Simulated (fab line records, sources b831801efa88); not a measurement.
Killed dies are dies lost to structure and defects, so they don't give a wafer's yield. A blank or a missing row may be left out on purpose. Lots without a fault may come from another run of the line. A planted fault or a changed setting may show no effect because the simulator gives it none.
Which tool did it? | flow sky130 | 13 lots, 39 wafers sampled, at 2 steps of a route of 708

WHAT THE GAUGES READ, wafer by wafer
SKY_VIA3_THK_MEAS_01. Usual: VIA3_HDPCVD_THK 1637 nm, standard deviation 19.
lot  | measured     | on            | VIA3_HDPCVD_THK (nm) | flag
L178 | day 38 04:53 | film_metro-02 | 1650 1640 1648       |
L180 | day 39 01:31 | film_metro-03 | 1633 1615 1645       |
L181 | day 39 04:17 | film_metro-03 | 1651 1623 1620       |
L182 | day 39 14:20 | film_metro-01 | 1643 1629 1636       |
L184 | day 40 15:28 | film_metro-03 | 1645 1636 1628       |
L186 | day 41 08:03 | film_metro-03 | 1644 1651 1635       |
L192 | day 43 02:39 | film_metro-02 | 1663 1681 1665       |
L194 | day 43 07:48 | film_metro-02 | 1648 1631 1636       |
L193 | day 43 08:22 | film_metro-01 | 1619 1631 1625       |
L195 | day 43 11:30 | film_metro-03 | 1630 1645 1646       |
L198 | day 44 09:13 | film_metro-01 | 1656 1638 1659       |
L199 | day 44 13:31 | film_metro-03 | 1654 1673 1677       |
L200 | day 44 16:21 | film_metro-01 | 1643 1634 1617       |

SKY_VIA3_OVL_MEAS_13. Usual: VIA3_OVL 0 nm, standard deviation 5.6.
lot  | measured     | on         | VIA3_OVL (nm) | flag
L178 | day 39 07:29 | overlay-01 | -9 -14 -4     |
L180 | day 40 02:41 | overlay-02 | 0 9 0         |
L181 | day 40 05:41 | overlay-02 | 5 -2 1        |
L182 | day 40 15:25 | overlay-02 | 4 -2 -1       |
L184 | day 41 16:26 | overlay-02 | -10 -11 -1    |
L186 | day 42 08:26 | overlay-02 | 9 10 0        |
L192 | day 44 01:40 | overlay-01 | -3 1 1        |
L194 | day 44 06:41 | overlay-01 | -3 -2 1       |
L193 | day 44 07:45 | overlay-01 | -1 7 1        |
L195 | day 44 09:53 | overlay-01 | 7 9 1         |
L198 | day 45 07:41 | overlay-01 | 13 -1 6       |
L199 | day 45 11:23 | overlay-01 | 4 3 6         |
L200 | day 45 13:50 | overlay-01 | 3 -5 -1       |

WHICH TOOL RAN EACH LOT (tool, then ch and the chambers of the sampled wafers, then the start)
The record holds no process step before these readings.

WHAT THE TOOLS THEMSELVES READ (means of the sampled wafers that have a number; where no wafer has one, the mark that the record gives instead)
The record holds no such reading with a usual standard deviation.

THE ANSWER, worked out from the rows above alone
Rule: a lot is off if the mean of its wafers that have a number lies more than 3 standard deviations from the usual mean. A lot without any number at a reading at which 4 lots or more have one is off too. The other lots that the step has rows for count as sound. The gauges are gone through in route order, then the tools' own readings, and for those a lot's mean is taken as printed above. The first step at which some lot is off is used, and at that step the reading that is off furthest; a lot without a number counts as furthest.
No lot is off at any reading shown: from this, nothing can be told.

WHAT THE SIMULATOR HAD PUT IN
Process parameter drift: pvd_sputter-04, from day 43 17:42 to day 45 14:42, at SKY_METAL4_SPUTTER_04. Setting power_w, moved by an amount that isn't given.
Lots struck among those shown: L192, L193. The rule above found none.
